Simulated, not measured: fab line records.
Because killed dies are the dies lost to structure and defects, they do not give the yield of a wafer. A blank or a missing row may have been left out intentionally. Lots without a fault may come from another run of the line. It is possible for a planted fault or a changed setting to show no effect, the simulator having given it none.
fab line records ; flow sky130 ; part 2 of 2: steps 27 to 36 of 36
[record] lots = 5; wafers = 15; last_day = 50
route steps=708 shown LOCAL_INTERCONNECT@399 CONTACT@406 METAL1@434
lots that met no fault: taken from a fault-free run of the same line
start_h: hours from the record's first day to the start of the lot's first wafer shown ; wait_h: hours elapsed since this lot's preceding step ; " as in the row above ; L1.1+2: several wafers, shown together as one row ; - no value, or no start was given ; * or withheld: withheld ; < > ~ a bound
route shown NAME@n: a module of which the file shows steps, and the number in the route of the first ; usual: mean/standard deviation of fault-free wafers ; same: alike in all rows ; chamber/n: place in a boat ; sites: each site's reading ; _std_site: the standard deviation of these ; _edge_site: inner sites' mean taken away from outer sites' mean ; radius_mm: how far each site lies from the wafer's centre ; mask NAME#n: copy n ; behind: tool/chamber where the wafer was last shaped ; hold: cause of the lot's hold/its duration in hours/its outcome ; device: which transistor (n, p or np) failed to switch ; end of line: tests of these same wafers at the route's end ; where a step has no rows: the recipe by itself ; killed: count of dies lost to structure and defects at first sort (not the wafer's yield) ; map: a wafer's dies, x killed, . not, _ none there
set.NAME: setting as actually run; set.NAME@STEP: the setting as run at that earlier step ; model.NAME: the simulator's own value behind a step, which no gauge read
a table for each step, a row for each wafer; lots at some steps of the route
services: the hour from which a tool's chamber was out of use, counted from the record's first day as start_h (under 0 if before that day), plus the number of hours and why
[[steps]]
[step SKY_CONTACT_STRIP_19]
[recipe] chemistry = O2/N2; power_w = 1400; pressure_mtorr = 1500; platen_temp_c = withheld; o2_flow_sccm = 3000; n2_flow_sccm = 300; overash_fraction = 0.5
[usual] drypump_motor_current_A = 5.6/0.37; oes_product_au = 0.380/0.0053; strip_time_to_endpoint_s = 3.62/0.048
lot.wafer;tool;chamber;start_h;wait_h;drypump_motor_current_A;oes_product_au;rf_hours_counter_h;strip_time_to_endpoint_s
L080.1;plasma_asher-04;1;793.20;-;5.2;0.371;36;3.67
L080.5;plasma_asher-04;0;793.20;-;6.2;0.380;-;3.59
L080.6;plasma_asher-04;1;793.20;-;5.2;0.377;-;3.60
L085.3;plasma_asher-04;0;838.05;-;6.2;0.385;-;3.60
L085.4;plasma_asher-04;1;838.05;-;5.2;0.365;-;3.60
L085.5;plasma_asher-04;1;838.05;-;5.2;0.386;-;3.66
L087.2;plasma_asher-01;1;838.30;-;5.5;0.379;98;3.71
L087.4;plasma_asher-01;1;838.30;-;5.5;0.383;-;3.57
L087.6;plasma_asher-01;0;838.30;-;5.9;0.381;-;3.70
L094.1;plasma_asher-01;0;879.57;-;5.9;0.376;102;3.64
L094.2;plasma_asher-01;1;879.57;-;5.5;0.376;102;3.53
L094.6;plasma_asher-01;0;879.57;-;6.0;0.385;-;3.68
L096.3;plasma_asher-01;1;900.03;-;5.5;0.382;-;3.68
L096.4;plasma_asher-01;0;900.03;-;5.9;0.383;-;3.61
L096.6;plasma_asher-01;0;900.03;-;5.9;0.380;-;3.64
[step SKY_CONTACT_STRIP_20]
[recipe] chemistry = post_etch_residue_remover; time_s = 1200; temp_c = 72.5
[usual] bath_guard_temp_C = 72.6/0.51
lot.wafer;tool;chamber;start_h;wait_h;bath_guard_temp_C
L080.1;wet_bench-03;0;793.30;0.1;72.9
L080.5;wet_bench-03;0;793.30;0.1;72.9
L080.6;wet_bench-03;0;793.30;0.1;72.6
L085.3;wet_bench-04;0;838.12;0.0;72.5
L085.4;wet_bench-04;0;838.12;0.0;72.0
L085.5;wet_bench-04;0;838.12;0.0;72.2
L087.2;wet_bench-03;1;838.41;0.1;71.9
L087.4;wet_bench-03;1;838.41;0.1;71.7
L087.6;wet_bench-03;1;838.41;0.1;71.8
L094.1;wet_bench-03;1;879.67;0.1;72.0
L094.2;wet_bench-03;1;879.67;0.1;71.7
L094.6;wet_bench-03;1;879.67;0.1;71.4
L096.3;wet_bench-04;3;900.10;0.0;72.7
L096.4;wet_bench-04;3;900.10;0.0;72.5
L096.6;wet_bench-04;3;900.10;0.0;72.7
[step SKY_CONTACT_CLEAN_21]
[recipe] chemistry = IPA; time_s = 180; temp_c = 25
lot.wafer;tool;chamber;start_h;wait_h
L080.1+5+6;wet_bench-02;3;793.64;0.0
L085.3+4+5;wet_bench-02;2;838.46;0.0
L087.2+4+6;wet_bench-02;2;838.81;0.0
L094.1+2+6;wet_bench-04;3;880.01;0.0
L096.3+4+6;wet_bench-03;1;900.44;0.0
[step SKY_CONTACT_CLEAN_22]
[recipe] chemistry = O3/DIW; dry = n2_spin
lot.wafer;tool;chamber;start_h;wait_h
L080.1+5+6;wet_bench-04;3;793.70;0.0
L085.3+4+5;wet_bench-04;0;838.52;0.0
L087.2+4+6;wet_bench-04;1;838.87;0.0
L094.1+2+6;wet_bench-02;1;880.07;0.0
L096.3+4+6;wet_bench-02;1;900.50;0.0
[step SKY_CONTACT_SPUTTER_23]
[recipe] material = TiN; target_thk_nm = 20; chamber_pressure_pa = 5; power_w = 4000; time_s = 80
[usual] throttle_valve_pct = 29.8/0.94
lot.wafer;tool;chamber;start_h;wait_h;throttle_valve_pct
L080.1;pvd_sputter-01;-;793.88;0.0;29.2
L080.5;pvd_sputter-01;-;793.88;0.0;30.9
L080.6;pvd_sputter-01;-;793.88;0.0;29.0
L085.3;pvd_sputter-04;-;838.61;0.0;29.8
L085.4;pvd_sputter-04;-;838.61;0.0;31.5
L085.5;pvd_sputter-04;-;838.61;0.0;29.9
L087.2;pvd_sputter-01;-;838.96;0.0;29.8
L087.4;pvd_sputter-01;-;838.96;0.0;29.0
L087.6;pvd_sputter-01;-;838.96;0.0;29.1
L094.1;pvd_sputter-01;-;880.16;0.0;28.9
L094.2;pvd_sputter-01;-;880.16;0.0;29.0
L094.6;pvd_sputter-01;-;880.16;0.0;30.9
L096.3;pvd_sputter-01;-;900.59;0.0;28.9
L096.4;pvd_sputter-01;-;900.59;0.0;30.6
L096.6;pvd_sputter-01;-;900.59;0.0;29.0
[step SKY_CONTACT_CVD_24]
[recipe] material = W; target_thk_nm = 340; time_s = 102.12; temp_c = 400; pressure_torr = 40
[usual] heater_power_w = 853/57
lot.wafer;tool;chamber;start_h;wait_h;heater_power_w
L080.1;cvd_w-02;0;793.95;0.0;834
L080.5;cvd_w-02;1;793.95;0.0;854
L080.6;cvd_w-02;0;793.95;0.0;844
L085.3;cvd_w-02;0;838.71;0.1;834
L085.4;cvd_w-02;1;838.71;0.1;854
L085.5;cvd_w-02;0;838.71;0.1;846
L087.2;cvd_w-01;0;839.02;0.0;776
L087.4;cvd_w-01;1;839.02;0.0;936
L087.6;cvd_w-01;1;839.02;0.0;942
L094.1;cvd_w-02;0;880.22;0.0;811
L094.2;cvd_w-02;1;880.22;0.0;864
L094.6;cvd_w-02;0;880.22;0.0;837
L096.3;cvd_w-01;1;900.69;0.1;908
L096.4;cvd_w-01;0;900.69;0.1;791
L096.6;cvd_w-01;0;900.69;0.1;791
[step SKY_CONTACT_RS_MEAS_25]
[recipe] thk_meas_gauge = four-point-probe; reads = W_of_CONTACT_CVD_24+TiN_of_CONTACT_SPUTTER_23
[usual] CONTACT_W_RS = 0.338/0.0079
lot.wafer;tool;chamber;start_h;wait_h;CONTACT_W_RS[ohm/sq]
L080.1;film_metro-02;-;794.06;0.1;0.342
L080.5;film_metro-02;-;794.06;0.1;0.326
L080.6;film_metro-02;-;794.06;0.1;0.340
L085.3;film_metro-03;-;838.82;0.1;0.343
L085.4;film_metro-03;-;838.82;0.1;0.327
L085.5;film_metro-03;-;838.82;0.1;0.347
L087.2;film_metro-02;-;839.15;0.1;0.343
L087.4;film_metro-02;-;839.15;0.1;0.343
L087.6;film_metro-02;-;839.15;0.1;0.344
L094.1;film_metro-03;-;880.33;0.1;0.340
L094.2;film_metro-03;-;880.33;0.1;0.326
L094.6;film_metro-03;-;880.33;0.1;0.344
L096.3;film_metro-04;-;900.80;0.1;0.338
L096.4;film_metro-04;-;900.80;0.1;0.343
L096.6;film_metro-04;-;900.80;0.1;0.341
[step SKY_CONTACT_THK_MEAS_26]
[recipe] thk_meas_gauge = xrf; reads = W_of_CONTACT_CVD_24
[usual] CONTACT_W_THK = 338/8
lot.wafer;tool;chamber;start_h;wait_h;CONTACT_W_THK[nm]
L080.1;film_metro-02;-;794.18;0.1;335
L080.5;film_metro-02;-;794.18;0.1;352
L080.6;film_metro-02;-;794.18;0.1;335
L085.3;film_metro-03;-;838.92;0.1;331
L085.4;film_metro-03;-;838.92;0.1;345
L085.5;film_metro-03;-;838.92;0.1;327
L087.2;film_metro-02;-;839.26;0.1;332
L087.4;film_metro-02;-;839.26;0.1;335
L087.6;film_metro-02;-;839.26;0.1;331
L094.1;film_metro-03;-;880.45;0.1;334
L094.2;film_metro-03;-;880.45;0.1;349
L094.6;film_metro-03;-;880.45;0.1;332
L096.3;film_metro-04;-;900.90;0.1;338
L096.4;film_metro-04;-;900.90;0.1;333
L096.6;film_metro-04;-;900.90;0.1;336
[step SKY_CONTACT_CMP_27]
[recipe] stop_on = SiO2; t_overpolish_s = 15; down_force_psi = 3.5; platen_rpm = 60; target_thk_nm = 0; pad_velocity_m_s = 0.94248
[usual] edge_zone_pressure_frac = 1.000/0.0048; motor_current_A = 11.2/1.1; overpolish_run_s = 14.999/0.0075; retaining_ring_pressure_frac = 0.999/0.0046; slurry_filter_dp_kPa = 13.49/0.14; time_to_endpoint_s = 82/4.1
lot.wafer;tool;chamber;start_h;wait_h;edge_zone_pressure_frac;motor_current_A;overpolish_run_s;retaining_ring_pressure_frac;slurry_filter_dp_kPa;time_to_endpoint_s
L080.1;cmp-02;2;794.34;0.1;1.003;11.0;14.995;0.988;13.27;81
L080.6;cmp-02;0;794.34;0.1;1.004;11.9;14.996;1.008;13.48;76
L080.5;cmp-02;1;794.34;0.1;0.997;12.3;15.000;0.998;13.58;87
L085.4;cmp-01;2;838.98;0.0;0.997;12.0;14.988;0.997;13.37;84
L085.3;cmp-01;3;838.98;0.0;0.990;10.6;15.010;1.007;13.45;75
L085.5;cmp-01;3;838.98;0.0;0.999;10.6;15.010;1.006;13.56;77
L087.4;cmp-02;1;839.36;0.1;1.006;11.7;14.996;0.991;13.66;84
L087.2;cmp-02;3;839.36;0.1;1.003;9.3;15.016;0.991;13.52;78
L087.6;cmp-02;0;839.36;0.1;0.999;11.8;14.991;1.003;13.40;78
L094.1;cmp-02;3;880.51;0.1;0.997;8.8;15.002;0.996;13.74;76
L094.2;cmp-02;2;880.51;0.1;1.005;11.6;15.001;0.993;13.41;86
L094.6;cmp-02;0;880.51;0.1;1.006;12.1;15.000;1.007;13.55;74
L096.3;cmp-02;0;900.94;0.0;0.992;12.3;14.993;0.999;13.72;80
L096.4;cmp-02;1;900.94;0.0;0.991;12.7;15.003;1.004;13.60;85
L096.6;cmp-02;1;900.94;0.0;0.999;12.4;15.000;1.006;13.63;83
[step SKY_METAL1_SPUTTER_00]
[recipe] material = Ti; target_thk_nm = 15; power_w = 3000; time_s = 10; chamber_pressure_pa = 0.4
[usual] throttle_valve_pct = 30.2/1.1
lot.wafer;tool;chamber;start_h;wait_h;throttle_valve_pct
L080.1;pvd_sputter-02;-;794.54;0.1;30.6
L080.5;pvd_sputter-02;-;794.54;0.1;31.8
L080.6;pvd_sputter-02;-;794.54;0.1;30.5
L085.3;pvd_sputter-03;-;839.28;0.2;28.2
L085.4;pvd_sputter-03;-;839.28;0.2;31.1
L085.5;pvd_sputter-03;-;839.28;0.2;29.0
L087.2;pvd_sputter-02;-;839.61;0.1;31.0
L087.4;pvd_sputter-02;-;839.61;0.1;31.8
L087.6;pvd_sputter-02;-;839.61;0.1;31.8
L094.1;pvd_sputter-03;-;880.81;0.2;28.1
L094.2;pvd_sputter-03;-;880.81;0.2;29.3
L094.6;pvd_sputter-03;-;880.81;0.2;30.9
L096.3;pvd_sputter-02;-;901.24;0.2;30.7
L096.4;pvd_sputter-02;-;901.24;0.2;30.8
L096.6;pvd_sputter-02;-;901.24;0.2;30.8
[[services]]
tool;chamber;start_h;hours;kind
cmp-01;-;744.22;4.0;pm
pecvd-03;-;744.69;1.4;repair
krf_scanner-01;-;751.00;0.2;repair
krf_scanner-02;-;777.96;1.0;pm
cmp-02;-;778.09;8.8;pm
cvd_w-02;-;790.78;0.5;repair
rie_diel-02;2;799.03;5.4;repair
rie_diel-02;-;800.38;4.5;repair
krf_scanner-02;-;801.89;0.8;pm
cvd_w-02;-;807.75;1.4;repair
pvd_sputter-01;-;812.13;1.7;repair
krf_scanner-02;-;812.55;0.8;pm
rie_diel-01;0;814.70;4.5;repair
rie_diel-02;0;832.26;15.3;repair
rie_diel-02;1;832.79;4.4;repair
hdpcvd-02;-;843.49;14.6;pm
rie_diel-01;0;846.98;7.5;repair
cmp-02;-;851.21;0.7;repair
rie_diel-01;-;863.21;0.4;repair
wet_bench-03;-;863.38;3.0;repair
krf_scanner-02;-;874.22;1.3;pm
pvd_sputter-02;-;877.06;3.1;repair
pecvd-04;-;879.60;5.5;pm
rie_diel-02;3;893.07;5.3;repair
